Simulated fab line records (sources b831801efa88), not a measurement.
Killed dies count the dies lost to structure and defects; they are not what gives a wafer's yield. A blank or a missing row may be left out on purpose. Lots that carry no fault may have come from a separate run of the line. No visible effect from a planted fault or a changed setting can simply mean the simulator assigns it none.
8D (eight disciplines) problem report, filled in by code | flow sky130 | the parts of the form that need people (team, actions taken, sign-off) are left out

1. WHAT WENT WRONG
VIA4_W_RS at SKY_VIA4_RS_MEAS_19 reads a mean of 0.7416 ohm/sq on 2 wafers of 1 lot; wafers without a fault read 0.2261 ohm/sq with a standard deviation of 0.0025. That is +99 or more standard deviations from the usual mean.
The step: measures by four-point-probe.
The first sign was on wafer L441.1 at day 46 02:11, on film metro-04. The record has a number at this step for 30 wafers belonging to 10 lots. Rule for "out" (also "out of limits"): further than 4 standard deviations from the usual mean. Any other wafer with a number is counted as sound.

2. WHAT IT IS, WHAT IT ISN'T
question                    | is                | is not
which readings at this step | VIA4_W_RS         | -
which lots                  | L441              | L431, L432, L433, L434, L446, L447, L448, L453, L454
which wafers of those lots  | L441.1, L441.2    | L441.5
read on which gauges        | film metro-04     | film metro-01, film metro-02
when                        | from day 46 02:11 | up to then (13 sound wafers); but 15 sound wafers of L446, L447, L448, L453, L454 came after

3. WHAT RULES OUT EACH SUSPECT
Counting: any tool at a process step up to the reading remains a suspect provided it ran every lot that is out. Sound lots after the first of them don't rule it out here, since some wafers of a struck lot are sound.
- the gauge at SKY_VIA4_RS_MEAS_19 is ruled out. All the wafers that are out were read on film metro-04, but those of them that SKY_VIA4_CMP_21 has rows for are out there too, on other tools.
- plasma asher-04 at SKY_LOCAL_INTERCONNECT_STRIP_15 (strips in O2/N2): kept. It ran the lot that is out, L441 (day 34 08:44).
- cvd w-01 at SKY_VIA4_CVD_18 (deposits W, target thk 505 nm, time 152.14 s): kept. It processed L441, the lot that is out, at day 46 02:02, and its most recent sound lot before then was L432 at day 42 14:32.
What counting leaves: plasma asher-04 at SKY_LOCAL_INTERCONNECT_STRIP_15 and cvd w-01 at SKY_VIA4_CVD_18.

4. THE CAUSE (what the simulator had put in)
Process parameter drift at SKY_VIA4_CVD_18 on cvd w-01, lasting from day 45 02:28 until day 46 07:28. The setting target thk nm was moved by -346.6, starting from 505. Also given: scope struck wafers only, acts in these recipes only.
Counting leaves 2 suspects; this tool is one of them.

5. THE EFFECT CHAIN, in route order
Each row: a reading where the mean over the struck wafers with a number is more than 3 standard deviations away from the usual. Readings are gone through only where the record gives a usual standard deviation; hours: the median, over the lots, of the time from a lot's start at the first step in this table giving one to that lot's start at this step; sigmas: the change measured in usual standard deviations.
hours | step                 | reading            | usual         | on struck wafers | change  | sigmas
0     | SKY_VIA4_RS_MEAS_19  | VIA4_W_RS          | 0.2261 ohm/sq | 0.7416           | +0.5155 | +99 or more
0     | SKY_VIA4_THK_MEAS_20 | VIA4_W_THK         | 518 nm        | 159              | -359    | -60
0     | SKY_VIA4_CMP_21      | time to endpoint s | 121 s         | 42               | -80     | -18
Process steps it contains:
- SKY_VIA4_CMP_21: polishes, stops on SiO2, t overpolish 25 s, target thk 0 nm.

6. HOW IT WOULD HAVE BEEN CAUGHT EARLIER
Counted from the fault's start at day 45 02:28, it took 24 hours until the first out-of-limits reading at a measuring or inspecting step in this record, taken at day 46 02:11.
Of the tool readings at SKY_VIA4_CVD_18 for which the record gives a usual standard deviation, none was out on any struck wafer, so an alarm limit of 4 standard deviations on them would not have fired.
Each of the lots that are out, 1 in all, had begun SKY_VIA4_CVD_18 on cvd w-01 no later than day 46 02:11. Had the tool been put on hold then, not one of them would have been saved.
